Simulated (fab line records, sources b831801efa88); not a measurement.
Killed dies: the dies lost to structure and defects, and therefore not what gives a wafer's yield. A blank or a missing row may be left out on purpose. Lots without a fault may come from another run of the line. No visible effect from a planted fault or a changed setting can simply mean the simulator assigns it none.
fab line records    flow sky130
record lots=6  wafers=18  lastDay=49
route steps=708 shown METAL5@675 PASSIVATION@681 PAD_OPEN@694
lots that met no fault: taken from a fault-free run of the same line
startH: start of the lot's first displayed wafer, in hours after the record's first day    waitH: hours elapsed since this lot's preceding step    " identical to the entry in the row above    L1.1+2: a single row standing in for several wafers    - no value, or no start given    * or withheld: withheld    < > ~ a bound
route shown NAME@n: NAME is a module with steps in the file, n the number in the route of the first one    usual: mean/standard deviation taken from wafers without a fault    same: alike in all rows    chamber/n: place in a boat    sites: each site's reading    _std_site: their standard deviation    _edge_site: outer sites' mean less inner sites'    radiusMm: for every site, how far away it sits from the centre of the wafer    mask NAME#n: copy n    behind: the most recent tool/chamber to have shaped the wafer    hold: why the lot was held/for how many hours/how that ended    device: names the non-switching transistor (n, p or np)    end of line: tests run on the same wafers once the route is complete    a step given without rows: its recipe and nothing more    killed: dies that structure and defects cost at the first sort, which is not the same as the wafer's yield    map: dies across one wafer; x = killed, . = not, _ = none there
set.NAME: the setting that was run; set.NAME@STEP: the one run at that earlier step    model.NAME: the simulator's own value behind a step, which no gauge read
lots at selected steps of the route; one table per step, one row per wafer
services: from which hour (startH, from the record's first day; less than 0 if before it) a tool's chamber was out of use, for how many hours, and why
## steps
# step SKY_METAL5_DESCUM_14
# recipe chemistry=O2  sourcePowerW=150  biasPowerW=0  pressureMtorr=10  tempC=40  timeS=11
# usual drypumpMotorCurrentA=5.4/0.39  oesProductAu=1.006/0.012  tempC=40.00/0.099
# same timeS=11
lot.wafer  tool         chamber  startH   waitH  drypumpMotorCurrentA  oesProductAu  rfHoursCounterH  tempC
L575.2     rieMetal-04  0        1037.66  0.1    5.1                   1.002         -                40.14
L575.3     "            0        "        "      5.1                   0.988         -                39.88
L575.5     "            0        "        "      5.1                   0.996         -                39.95
L573.2     rieMetal-03  1        1038.12  0.1    6.3                   1.002         17               40.04
L573.3     "            1        "        "      6.3                   1.014         -                40.01
L573.4     "            0        "        "      5.7                   1.024         -                40.04
L582.1     rieMetal-03  1        1093.37  0.1    6.3                   0.999         22               39.99
L582.4     "            1        "        "      6.3                   1.007         -                39.88
L582.6     "            0        "        "      5.7                   1.018         -                40.01
L584.3     rieMetal-02  1        1112.41  0.1    5.3                   1.011         -                40.00
L584.5     "            1        "        "      5.3                   1.017         -                39.91
L584.6     "            0        "        "      5.4                   1.009         -                40.03
L588.3     rieMetal-02  1        1125.58  0.1    5.3                   1.011         -                40.11
L588.4     "            0        "        "      5.4                   1.015         -                39.95
L588.5     "            0        "        "      5.4                   1.012         -                39.92
L591.2     rieMetal-03  1        1138.27  0.1    6.3                   0.998         24               39.92
L591.4     "            1        "        "      6.3                   1.011         -                40.12
L591.5     "            0        "        "      5.7                   1.013         -                39.97
# step SKY_METAL5_METAL_ETCH_15
# recipe targetDepthA=12600  stopOn=SiO2  overEtchFrac=0.2  timeS=252  chemistry=Cl2/BCl3  resistSidewallDeg=86  pressureMtorr=10  icpW=900  biasW=48.5  Cl2_flow_sccm=60  bcl3FlowSccm=30
# usual drypumpMotorCurrentA=5.4/0.39  oesProductAu=0.894/0.0054  throttleValvePct=22.263/0.0078
# same timeS=252
lot.wafer  tool         chamber  startH   waitH  drypumpMotorCurrentA  oesProductAu  rfHoursCounterH  throttleValvePct
L575.2     rieMetal-04  0        1037.79  0.1    5.1                   0.895         -                22.261
L575.3     "            0        "        "      5.1                   0.897         -                22.268
L575.5     "            0        "        "      5.1                   0.900         -                22.266
L573.2     rieMetal-03  1        1038.16  0.0    6.3                   0.892         17               22.264
L573.3     "            1        "        "      6.3                   0.895         -                22.269
L573.4     "            0        "        "      5.7                   0.891         -                22.254
L582.1     rieMetal-03  1        1093.41  0.0    6.3                   0.906         22               22.268
L582.4     "            1        "        "      6.3                   0.895         -                22.258
L582.6     "            0        "        "      5.7                   0.900         -                22.274
L584.3     rieMetal-02  1        1112.51  0.1    5.3                   0.894         -                22.266
L584.5     "            1        "        "      5.3                   0.890         -                22.262
L584.6     "            0        "        "      5.4                   0.891         -                22.259
L588.3     rieMetal-02  1        1125.68  0.1    5.3                   0.900         -                22.274
L588.4     "            0        "        "      5.4                   0.901         -                22.273
L588.5     "            0        "        "      5.4                   0.901         -                22.268
L591.2     rieMetal-03  1        1138.31  0.0    6.3                   0.896         24               22.271
L591.4     "            1        "        "      6.3                   0.889         -                22.256
L591.5     "            0        "        "      5.7                   0.892         -                22.264
# step SKY_METAL5_STRIP_16
# recipe chemistry=O2/N2  powerW=1400  pressureMtorr=1500  platenTempC=withheld  o2FlowSccm=3000  n2FlowSccm=300  overashFraction=0.5
# usual drypumpMotorCurrentA=5.46/0.3  oesProductAu=0.711/0.0048  stripTimeToEndpointS=13.00/0.15
lot.wafer  tool            chamber  startH   waitH  drypumpMotorCurrentA  oesProductAu  rfHoursCounterH  stripTimeToEndpointS
L575.2     plasmaAsher-03  1        1038.18  0.3    5.73                  0.712         114              13.05
L575.3     "               1        "        "      5.73                  0.714         -                13.15
L575.5     "               1        "        "      5.73                  0.707         -                13.14
L573.2     plasmaAsher-02  0        1038.39  0.2    5.32                  0.714         94               13.13
L573.3     "               0        "        "      5.33                  0.702         -                13.10
L573.4     "               1        "        "      5.38                  0.712         -                12.82
L582.1     plasmaAsher-03  1        1093.64  0.2    5.73                  0.716         3                13.13
L582.4     "               0        "        "      5.37                  0.712         -                13.16
L582.6     "               1        "        "      5.76                  0.712         -                12.93
L584.3     plasmaAsher-02  1        1112.70  0.1    5.40                  0.709         -                12.96
L584.5     "               1        "        "      5.37                  0.710         -                12.94
L584.6     "               0        "        "      5.34                  0.718         -                12.84
L588.3     plasmaAsher-03  0        1125.87  0.1    5.37                  0.706         -                13.10
L588.4     "               1        "        "      5.72                  0.718         -                13.05
L588.5     "               0        "        "      5.35                  0.709         -                13.10
L591.2     plasmaAsher-02  1        1138.54  0.2    5.40                  0.706         104              13.15
L591.4     "               0        "        "      5.30                  0.706         -                13.02
L591.5     "               0        "        "      5.31                  0.710         -                12.90
# step SKY_METAL5_STRIP_17
# recipe chemistry=postEtchResidueRemover  timeS=1200  tempC=72.5
# step SKY_METAL5_CLEAN_18
# recipe chemistry=IPA  timeS=180  tempC=25
# step SKY_METAL5_CLEAN_19
# recipe chemistry=O3/DIW  dry=n2Spin
# step SKY_PASSIVATION_CVD_00
# recipe material=SiO2  targetThkNm=90  tempC=400  timeS=withheld  rfW=600
# usual heaterPowerOuterW=396/74  heaterPowerW=686/120  susceptorTempC=400.02/0.21
lot.wafer  tool      chamber  startH   waitH  heaterPowerOuterW  heaterPowerW  susceptorTempC
L575.2     pecvd-03  0        1038.77  0.0    532                938           400.24
L575.3     "         1        "        "      328                561           399.71
L575.5     "         0        "        "      557                913           400.12
L573.2     pecvd-02  0        1038.98  0.0    479                736           400.02
L573.3     "         2        "        "      457                796           399.81
L573.4     "         0        "        "      469                724           400.07
L582.1     pecvd-03  2        1094.26  0.0    381                693           400.25
L582.4     "         1        "        "      359                593           400.01
L582.6     "         2        "        "      377                695           400.03
L584.3     pecvd-03  1        1113.28  0.0    364                590           400.04
L584.5     "         0        "        "      454                813           399.21
L584.6     "         1        "        "      360                624           399.83
L588.3     pecvd-03  1        1126.44  0.0    372                619           399.96
L588.4     "         2        "        "      360                662           399.78
L588.5     "         2        "        "      359                669           399.71
L591.2     pecvd-03  2        1139.17  0.0    334                609           400.35
L591.4     "         0        "        "      504                899           400.37
L591.5     "         1        "        "      343                583           400.00
# step SKY_PASSIVATION_THK_MEAS_01
# recipe reads=SiO2_of_PASSIVATION_CVD_00
# usual PASSIVATION_CVD_00_THK=89.7/1.2
lot.wafer  tool          chamber  startH   waitH  PASSIVATION_CVD_00_THK[nm]
L575.2     filmMetro-02  -        1038.81  -      89.7
L575.3     "             -        "        "      88.3
L575.5     "             -        "        "      91.3
L573.2     filmMetro-02  -        1039.02  -      88.8
L573.3     "             -        "        "      91.2
L573.4     "             -        "        "      90.5
L582.1     filmMetro-04  -        1094.28  -      88.7
L582.4     "             -        "        "      90.6
L582.6     "             -        "        "      90.8
L584.3     filmMetro-03  -        1113.32  -      90.0
L584.5     "             -        "        "      90.5
L584.6     "             -        "        "      90.3
L588.3     filmMetro-04  -        1126.49  -      89.4
L588.4     "             -        "        "      89.9
L588.5     "             -        "        "      88.8
L591.2     filmMetro-03  -        1139.20  -      89.6
L591.4     "             -        "        "      91.3
L591.5     "             -        "        "      90.8
# step SKY_PASSIVATION_CVD_02
# recipe material=Si3N4  targetThkNm=540  tempC=400  timeS=withheld  rfW=450
# usual heaterPowerW=687/150  susceptorTempC=399.97/0.2
lot.wafer  tool      chamber  startH   waitH  heaterPowerW  susceptorTempC
L575.2     pecvd-01  1        1038.86  0.0    597           400.47
L575.3     "         0        "        "      808           400.08
L575.5     "         0        "        "      820           399.87
L573.2     pecvd-03  0        1039.07  0.0    1026          400.20
L573.3     "         1        "        "      669           400.00
L573.4     "         2        "        "      711           400.23
L582.1     pecvd-01  2        1094.34  0.1    558           400.02
L582.4     "         2        "        "      579           399.89
L582.6     "         2        "        "      564           400.25
L584.3     pecvd-01  1        1113.36  0.0    547           399.90
L584.5     "         1        "        "      575           399.93
L584.6     "         0        "        "      818           400.11
L588.3     pecvd-01  0        1126.53  0.0    864           399.89
L588.4     "         2        "        "      472           399.77
L588.5     "         1        "        "      544           399.60
L591.2     pecvd-01  0        1139.25  0.0    870           400.25
L591.4     "         1        "        "      577           400.26
L591.5     "         2        "        "      546           399.90
# step SKY_PASSIVATION_THK_MEAS_03
# recipe reads=Si3N4_of_PASSIVATION_CVD_02
# usual PASSIVATION_CVD_02_THK=545/8.1
lot.wafer  tool          chamber  startH   waitH  PASSIVATION_CVD_02_THK[nm]
L575.2     filmMetro-03  -        1039.09  -      539
L575.3     "             -        "        "      538
L575.5     "             -        "        "      546
L573.2     filmMetro-02  -        1039.31  -      537
L573.3     "             -        "        "      540
L573.4     "             -        "        "      537
L582.1     filmMetro-03  -        1094.68  -      535
L582.4     "             -        "        "      549
L582.6     "             -        "        "      550
L584.3     filmMetro-02  -        1113.60  -      548
L584.5     "             -        "        "      553
L584.6     "             -        "        "      548
L588.3     filmMetro-02  -        1126.77  -      540
L588.4     "             -        "        "      559
L588.5     "             -        "        "      557
L591.2     filmMetro-04  -        1139.49  -      532
L591.4     "             -        "        "      548
L591.5     "             -        "        "      550
# step SKY_PASSIVATION_DEHYDRATE_04
# recipe tempC=200  timeS=60
# step SKY_PASSIVATION_HMDS_05
# recipe primeTimeS=60  primeTempC=120
# step SKY_PASSIVATION_COAT_06
# recipe spinRpm=2000  resistThkNm=3000
# usual spinSpeedRpm=1999.8/1.2
lot.wafer  tool           chamber  startH   waitH  spinSpeedRpm  model.coat_of_PASSIVATION_COAT_06.thkNm
L575.2     lithoTrack-02  0        1049.37  0.1    1999.3        3005
L575.3     "              0        "        "      1999.6        3000
L575.5     "              0        "        "      1999.3        3000
L573.2     lithoTrack-03  0        1049.63  0.1    2001.0        2996
L573.3     "              0        "        "      2000.2        2990
L573.4     "              0        "        "      2000.7        2993
L582.1     lithoTrack-01  0        1104.26  0.1    2238.2        2838
L582.4     "              0        "        "      2239.0        2837
L582.6     "              0        "        "      2237.0        2840
L584.3     lithoTrack-01  0        1122.46  0.1    2237.5        2836
L584.5     "              0        "        "      2238.9        2844
L584.6     "              0        "        "      2239.6        2831
L588.3     lithoTrack-02  0        1135.85  0.1    1998.8        2999
L588.4     "              0        "        "      1998.7        3014
L588.5     "              0        "        "      1999.3        3000
L591.2     lithoTrack-03  0        1149.13  0.1    2001.8        3001
L591.4     "              0        "        "      2000.6        3011
L591.5     "              0        "        "      2000.1        3010
# step SKY_PASSIVATION_SOFTBAKE_07
# recipe tempC=110  timeS=withheld
# step SKY_PASSIVATION_EXPOSE_08
# recipe maskId=NSM  targetCdNm=3000  na=0.57  doseMj=260
# step SKY_PASSIVATION_PEB_09
# recipe tempC=115  timeS=withheld
# step SKY_PASSIVATION_DEVELOP_10
# recipe developTimeS=60  devTempC=23
# step SKY_PASSIVATION_ETCH_11
# recipe chemistry=CF4/O2  targetDepthNm=725  stopOn=AlCu  sourceW=800  biasW=150  pressureMtorr=150  cf4FlowSccm=80  O2_flow_sccm=10  timeS=161.1
# usual drypumpMotorCurrentA=6.1/0.46  oesProductAu=0.981/0.0079  throttleValvePct=5.965/0.0099
# same timeS=161.1
lot.wafer  tool        chamber  startH   waitH  drypumpMotorCurrentA  oesProductAu  rfHoursCounterH  throttleValvePct  model.coat_of_PASSIVATION_COAT_06.thkNm  model.PASSIVATION.cdNm
L575.2     rieDiel-01  2        1060.06  -      6.2                   0.973         9                5.971             2526                                     2992
L575.3     "           1        "        "      5.3                   0.972         7                5.964             2518                                     2997
L575.5     "           0        "        "      6.6                   0.986         -                5.959             2514                                     2989
L573.2     rieDiel-03  3        1060.90  -      5.7                   0.981         10               5.966             2504                                     2992
L573.3     "           2        "        "      6.2                   0.988         13               5.955             2491                                     2994
L573.4     "           0        "        "      5.5                   0.976         16               5.963             2504                                     2990
L582.1     rieDiel-04  1        1114.35  -      6.8                   0.978         19               5.957             2358                                     3022
L582.4     "           2        "        "      6.1                   0.986         21               5.972             2349                                     3016
L582.6     "           3        "        "      5.9                   0.992         -                5.959             2347                                     3013
L584.3     rieDiel-04  3        1132.25  -      6.0                   0.985         24               5.963             2346                                     3010
L584.5     "           1        "        "      6.8                   0.982         -                5.962             2358                                     3015
L584.6     "           3        "        "      5.9                   0.990         -                5.970             2343                                     -
L588.3     rieDiel-01  3        1144.40  -      5.5                   0.975         12               5.955             2507                                     2984
L588.4     "           2        "        "      6.2                   0.985         10               5.969             2543                                     2987
L588.5     "           2        "        "      6.2                   0.968         -                5.953             2531                                     2985
L591.2     rieDiel-01  1        1157.90  -      5.3                   0.974         10               5.966             2510                                     2992
L591.4     "           3        "        "      5.5                   0.983         13               5.961             2520                                     2992
L591.5     "           3        "        "      5.5                   0.988         -                5.978             2523                                     2987
# step SKY_PASSIVATION_STRIP_12
# recipe chemistry=O2/N2  powerW=1400  pressureMtorr=1500  platenTempC=withheld  overashFraction=0.7  o2FlowSccm=3000  n2FlowSccm=300
# usual drypumpMotorCurrentA=5.60/0.27  oesProductAu=0.660/0.0039  stripTimeToEndpointS=31.53/0.16
lot.wafer  tool            chamber  startH   waitH  drypumpMotorCurrentA  oesProductAu  rfHoursCounterH  stripTimeToEndpointS
L575.2     plasmaAsher-04  0        1060.16  0.1    5.89                  0.660         66               31.63
L575.3     "               1        "        "      5.99                  0.652         -                31.55
L575.5     "               0        "        "      5.86                  0.661         -                31.50
L573.2     plasmaAsher-02  0        1061.01  0.1    5.30                  0.661         96               31.38
L573.3     "               1        "        "      5.37                  0.660         -                31.20
L573.4     "               0        "        "      5.33                  0.662         -                31.37
L582.1     plasmaAsher-03  1        1114.46  0.1    5.77                  0.657         5                29.67
L582.4     "               0        "        "      5.37                  0.663         -                29.59
L582.6     "               0        "        "      5.38                  0.666         -                29.57
L584.3     plasmaAsher-04  0        1132.38  0.1    5.86                  0.662         -                29.57
L584.5     "               0        "        "      5.88                  0.660         -                29.66
L584.6     "               1        "        "      6.02                  0.663         -                29.51
L588.3     plasmaAsher-02  1        1144.54  0.1    5.36                  0.659         -                31.41
L588.4     "               0        "        "      5.29                  0.659         -                31.83
L588.5     "               1        "        "      5.38                  0.656         -                31.68
L591.2     plasmaAsher-04  0        1158.01  0.1    5.84                  0.660         74               31.45
L591.4     "               1        "        "      6.01                  0.659         -                31.57
L591.5     "               0        "        "      5.86                  0.656         -                31.58
# step SKY_PAD_OPEN_DEHYDRATE_00
# recipe tempC=200  timeS=60
# step SKY_PAD_OPEN_PROBE_99
# usual defectLimitedYield=82.3/2  killed_at_M0_to_M3=43/7  killed_at_M4_up=3.5/1.9  killedAtContacts=24/5.3  killedAtFrontEnd=15/4.4  killedAtOther=0.3/0.69  killedDies=87/9.7  killedOpen=48/7  killedShort=39/6.4  sort_bin_3_pad_short=0.9/0.46  sort_bin_5_function=10.5/1.4  sort_bin_6_memory=6.3/1.2  sortNPass=405/9.7  sortYieldPct=82.3/2
# same grossDies=492  killedAtBackSide=0  sort_bin_4_leakage[%]=0  sort_bin_8_speed[%]=0
lot.wafer  tool       chamber  startH   waitH  defectLimitedYield[%]  killed_at_M0_to_M3  killed_at_M4_up  killedAtContacts  killedAtFrontEnd  killedAtOther  killedDies  killedOpen  killedShort  sort_bin_3_pad_short[%]  sort_bin_5_function[%]  sort_bin_6_memory[%]  sortNPass  sortYieldPct[%]
L582.1     prober-02  -        1136.17  0.1    84.3                   45                  5                16                11                0              77          42          35           0.6                      10.4                    4.7                   415        84.3
L582.4     prober-02  -        1136.32  0.2    81.5                   49                  4                22                16                0              91          50          41           1.2                      10.0                    7.3                   401        81.5
L582.6     prober-02  -        1136.42  0.2    81.7                   42                  6                32                10                0              90          44          46           1.6                      10.8                    5.9                   402        81.7
L591.2     prober-02  -        1176.77  0.1    83.7                   41                  3                26                10                0              80          46          34           1.0                      8.1                     7.1                   412        83.7
L591.4     prober-02  -        1176.87  0.2    84.1                   45                  2                20                11                0              78          41          37           1.0                      8.9                     5.9                   414        84.1
L591.5     prober-02  -        1176.92  0.2    85.0                   37                  6                15                16                0              74          41          33           0.4                      8.7                     5.9                   418        85.0
# killed by level:class
L582.1 VIA1:geometricParticle:open=11 CONTACT:geometricParticle:open=8 VIA1:geometricParticle:short=8 VIA2:geometricParticle:open=6 METAL2:geometricParticle:short=5 FIELD_ISO:geometricParticle:open=4 VIA2:geometricParticle:short=4 METAL4:geometricParticle:short=4
L582.4 VIA1:geometricParticle:open=13 VIA2:geometricParticle:open=7 METAL2:geometricParticle:short=6 FIELD_ISO:geometricParticle:short=5 LI_CONTACT:geometricParticle:open=5 CONTACT:geometricParticle:open=5 CONTACT:geometricParticle:short=5 METAL1:geometricParticle:short=5
L582.6 VIA1:geometricParticle:open=13 LI_CONTACT:geometricParticle:open=8 CONTACT:geometricParticle:open=7 CONTACT:geometricParticle:short=7 LI_CONTACT:geometricParticle:short=5 LOCAL_INTERCONNECT:geometricParticle:short=5 METAL2:geometricParticle:short=4 VIA2:geometricParticle:open=4
L591.2 CONTACT:geometricParticle:open=12 VIA1:geometricParticle:open=11 METAL2:geometricParticle:short=7 LI_CONTACT:geometricParticle:open=6 METAL1:geometricParticle:short=6 VIA2:geometricParticle:open=5 FIELD_ISO:geometricParticle:short=4 FIELD_ISO:geometricParticle:open=4
L591.4 VIA1:geometricParticle:open=9 CONTACT:geometricParticle:open=7 VIA1:geometricParticle:short=6 VIA3:geometricParticle:open=6 VIA3:geometricParticle:short=5 LI_CONTACT:geometricParticle:open=5 FIELD_ISO:geometricParticle:short=4 LI_CONTACT:geometricParticle:short=4
L591.5 VIA1:geometricParticle:open=14 FIELD_ISO:geometricParticle:open=6 LI_CONTACT:geometricParticle:open=5 METAL4:geometricParticle:short=5 FIELD_ISO:geometricParticle:short=4 VIA1:geometricParticle:short=4 LOCAL_INTERCONNECT:geometricParticle:short=3 POLY_GATE:geometricParticle:short=3
## services
tool            chamber  startH   hours  kind
pecvd-03        0        1026.42  2.1    scheduledDown
rieMetal-02     0        1034.19  5.0    repair
rieDiel-04      2        1042.07  2.6    repair
rieDiel-01      2        1049.60  1.5    repair
rieDiel-03      1        1051.79  4.0    repair
plasmaAsher-03  -        1055.25  9.0    pm
pecvd-02        2        1057.56  5.0    repair
pecvd-02        -        1067.02  6.0    pm
rieDiel-01      -        1075.78  1.5    repair
plasmaAsher-04  -        1083.95  14.6   pm
pecvd-02        -        1089.03  2.8    pm
rieMetal-04     1        1094.44  3.6    repair
rieMetal-03     1        1099.01  17.2   repair
rieDiel-03      0        1099.92  3.2    repair
pecvd-01        -        1100.43  1.4    repair
rieDiel-04      2        1108.63  5.1    repair
rieDiel-01      -        1111.27  28.1   pm
pecvd-03        1        1115.87  2.6    repair
pecvd-03        0        1125.31  4.3    repair
rieDiel-04      2        1130.32  8.6    repair
pecvd-02        -        1138.42  5.5    pm
pecvd-03        0        1144.40  10.0   repair
rieDiel-01      0        1147.57  4.3    repair
rieMetal-03     1        1153.99  13.2   repair
## key
firstSign step=SKY_PASSIVATION_COAT_06  reading=spinSpeedRpm  direction=up  sigmas=99+  usual=1999.8  struck=2238.4
effect step=SKY_PASSIVATION_STRIP_12  reading=stripTimeToEndpointS  direction=down  sigmas=12  usual=*  struck=*
modelEffect step=SKY_PASSIVATION_COAT_06  value=coat_of_PASSIVATION_COAT_06.thkNm  without=3002  struck=2838
modelEffect step=SKY_PASSIVATION_ETCH_11  value=coat_of_PASSIVATION_COAT_06.thkNm  without=2515  struck=2350
metAt SKY_PASSIVATION_COAT_06
struckWafers L582.1,L582.4,L582.6,L584.3,L584.5,L584.6
fault kind=processParameterDrift  tool=lithoTrack-01  chamber=-  onsetH=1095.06  steps=SKY_PASSIVATION_COAT_06  channel=spinRpm  offset=238.47  shape=step  endH=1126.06  actsIn=theseRecipesOnly  stated=2000
